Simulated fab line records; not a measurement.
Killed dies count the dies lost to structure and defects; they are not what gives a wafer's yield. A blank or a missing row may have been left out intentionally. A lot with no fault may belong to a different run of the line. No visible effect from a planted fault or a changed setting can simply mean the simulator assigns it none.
Problem report, 8D (eight disciplines) form, completed by code -- flow sky130 -- the parts of the form that need people (team, actions taken, sign-off) are left out

1. WHAT WENT WRONG
Across 5 wafers from 3 lots, CONTACT_W_RS at SKY_CONTACT_RS_MEAS_25 averages 0.260 ohm/sq, while fault-free wafers read 0.341 ohm/sq with a standard deviation of 0.0039. Relative to the usual mean, that is a shift of -21 standard deviations.
The step: measures by four-point-probe.
First observed at day 34 12:02: wafer L545.5, on filmMetro-03. Wafers with a number at this step in the record: 35, from 12 lots. Rule for "out", or "out of limits": more than 4 standard deviations from the usual mean. The rest of the wafers with a number are treated as sound.

2. WHAT IT IS; WHAT IT IS NOT
question,is,is not
which readings at this step,CONTACT_W_RS,-
which lots,"L545, L546, L547","L537, L540, L542, L543, L555, L557, L558, L559, L560"
which wafers of those lots,"L545.5, L546.4, L546.5, L547.4, L547.5","L545.1, L545.2, L546.1"
read on which gauges,filmMetro-03,"filmMetro-02, filmMetro-04"
when,from day 34 12:02,"up to then (14 sound wafers); but 16 sound wafers of L546, L555, L557, L558, L559, L560 came after"

3. SUSPECTS, AND WHAT RULES EACH OUT
Counting: any tool at a process step up to the reading remains a suspect provided it ran every lot that is out. Sound lots after the first of them don't rule it out here, since some wafers of a struck lot are sound.
- the gauge at SKY_CONTACT_RS_MEAS_25 has been ruled out. All the wafers that are out were read on filmMetro-03, but those of them that SKY_CONTACT_CMP_27 has rows for are out there too, on other tools.
- cvdW-01 at SKY_CONTACT_CVD_24 (deposits W, target thk 340 nm, time 102.12 s): kept. It processed each lot that is out (first: L545, day 34 11:56); up to then, its last sound lot is L543 (day 33 22:11).
After counting, what remains is cvdW-01 at SKY_CONTACT_CVD_24.

4. THE CAUSE (what the simulator had put in)
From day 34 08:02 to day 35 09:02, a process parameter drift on cvdW-01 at SKY_CONTACT_CVD_24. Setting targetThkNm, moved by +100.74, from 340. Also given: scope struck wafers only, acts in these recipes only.
This tool alone remained once counting was done.

5. THE CHAIN OF EFFECTS, in route order
One row per reading whose mean, taken over the struck wafers that have a number, lies over 3 standard deviations from the usual. Readings are gone through only where the record gives a usual standard deviation; hours: the median, over the lots, of the time from a lot's start at the first step in this table giving one to that lot's start at this step; sigmas: the change measured in usual standard deviations.
hours,step,reading,usual,on struck wafers,change,sigmas
0,SKY_CONTACT_RS_MEAS_25,CONTACT_W_RS,0.341 ohm/sq,0.260,-0.081,-21
0,SKY_CONTACT_THK_MEAS_26,CONTACT_W_THK,355 nm,476,+121,+19
0,SKY_CONTACT_CMP_27,timeToEndpointS,84 s,113,+29,+5.3
Its process steps:
- SKY_CONTACT_CMP_27: polishes, stops on SiO2, t overpolish 15 s, target thk 0 nm.

6. WHAT WOULD HAVE CAUGHT IT SOONER
In this record the first reading out of limits at a measuring or inspecting step was taken at day 34 12:02, 4 hours after the fault began at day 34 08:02.
An alarm limit of 4 standard deviations would not have fired on the tool readings at SKY_CONTACT_CVD_24 for which the record gives a usual standard deviation, since none of them was out on any struck wafer.
Among the 3 lots that are out, L546, L547 began SKY_CONTACT_CVD_24 on cvdW-01 after day 34 12:02. A hold on the tool at that time would have spared those 2.
